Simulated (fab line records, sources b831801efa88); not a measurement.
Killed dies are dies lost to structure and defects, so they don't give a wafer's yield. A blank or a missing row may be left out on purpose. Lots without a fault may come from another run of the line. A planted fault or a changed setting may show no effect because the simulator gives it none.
Which tool did it? | flow sky130 | 13 lots, 39 wafers sampled, at 2 steps of a route of 708

WHAT THE GAUGES READ, wafer by wafer
SKY_VIA3_CD_MEAS_12: target cd 200 nm. Usual: cd_nm 199.7 nm, standard deviation 1.3.
lot  | measured     | on        | cd_nm (nm)        | flag
L801 | day 40 11:59 | cd_sem-02 | 200.0 199.2 199.5 |
L804 | day 41 10:02 | cd_sem-02 | 199.3 202.0 199.6 |
L805 | day 42 04:55 | cd_sem-02 | 198.8 199.2 200.1 |
L806 | day 42 09:58 | cd_sem-01 | 198.3 199.2 197.0 |
L809 | day 43 08:14 | cd_sem-02 | 199.3 200.5 201.2 |
L810 | day 43 10:11 | cd_sem-01 | 199.0 199.6 200.4 |
L811 | day 43 13:17 | cd_sem-02 | 198.1 197.5 197.7 |
L819 | day 45 09:37 | cd_sem-01 | 197.4 198.8 199.7 |
L820 | day 45 15:16 | cd_sem-01 | 200.2 201.0 201.2 |
L821 | day 45 17:44 | cd_sem-02 | 200.3 199.3 200.8 |
L822 | day 45 22:16 | cd_sem-01 | 200.1 201.1 199.3 |
L823 | day 46 07:50 | cd_sem-01 | 202.0 201.6 201.6 |
L824 | day 46 17:21 | cd_sem-02 | 196.1 196.4 196.3 |

WHICH TOOL RAN EACH LOT (tool, then ch and the chambers of the sampled wafers, then the start)
lot  | SKY_POLY_GATE_CVD_03
L801 | lpcvd-02 ch 0, day 16 02:51
L804 | lpcvd-02 ch 0, day 17 00:31
L805 | lpcvd-02 ch 0, day 17 18:08
L806 | lpcvd-02 ch 0, day 18 02:42
L809 | lpcvd-02 ch 1, day 18 19:56
L810 | lpcvd-02 ch 0, day 19 04:12
L811 | lpcvd-02 ch 1, day 19 08:15
L819 | lpcvd-02 ch 0, day 21 19:27
L820 | lpcvd-02 ch 0, day 22 06:39
L821 | lpcvd-02 ch 0, day 22 10:47
L822 | lpcvd-02 ch 0, day 22 17:48
L823 | lpcvd-02 ch 0, day 22 20:57
L824 | lpcvd-02 ch 1, day 23 11:09
- SKY_POLY_GATE_CVD_03: deposits Si3N4 from DCS/NH3, target thk 75 nm, time 1290 s.

WHAT THE TOOLS THEMSELVES READ (means of the sampled wafers that have a number; where no wafer has one, the mark that the record gives instead)
SKY_POLY_GATE_CVD_03. Usual: zone_power_lower_pct 13.7 %, standard deviation 0.7; zone_power_top_pct 28.8 %, standard deviation 1.8.
lot  | tool     | zone_power_lower_pct (%) | zone_power_top_pct (%) | flag
L801 | lpcvd-02 | 14.2                     | 30.0                   |
L804 | lpcvd-02 | 14.1                     | 30.1                   |
L805 | lpcvd-02 | 14.2                     | 30.1                   |
L806 | lpcvd-02 | 14.1                     | 30.1                   |
L809 | lpcvd-02 | 12.7                     | 26.5                   |
L810 | lpcvd-02 | 14.3                     | 29.9                   |
L811 | lpcvd-02 | 12.6                     | 26.2                   |
L819 | lpcvd-02 | 14.2                     | 29.8                   |
L820 | lpcvd-02 | 14.2                     | 30.2                   |
L821 | lpcvd-02 | 14.3                     | 29.9                   |
L822 | lpcvd-02 | 14.0                     | 30.0                   |
L823 | lpcvd-02 | 13.9                     | 29.9                   |
L824 | lpcvd-02 | 12.7                     | 26.1                   |

THE ANSWER, worked out from the rows above alone
Rule: a lot is off if the mean of its wafers that have a number lies more than 3 standard deviations from the usual mean. A lot without any number at a reading at which 4 lots or more have one is off too. The other lots that the step has rows for count as sound. The gauges are gone through in route order, then the tools' own readings, and for those a lot's mean is taken as printed above. The first step at which some lot is off is used, and at that step the reading that is off furthest; a lot without a number counts as furthest.
No lot is off at any reading shown: from this, nothing can be told.

WHAT THE SIMULATOR HAD PUT IN
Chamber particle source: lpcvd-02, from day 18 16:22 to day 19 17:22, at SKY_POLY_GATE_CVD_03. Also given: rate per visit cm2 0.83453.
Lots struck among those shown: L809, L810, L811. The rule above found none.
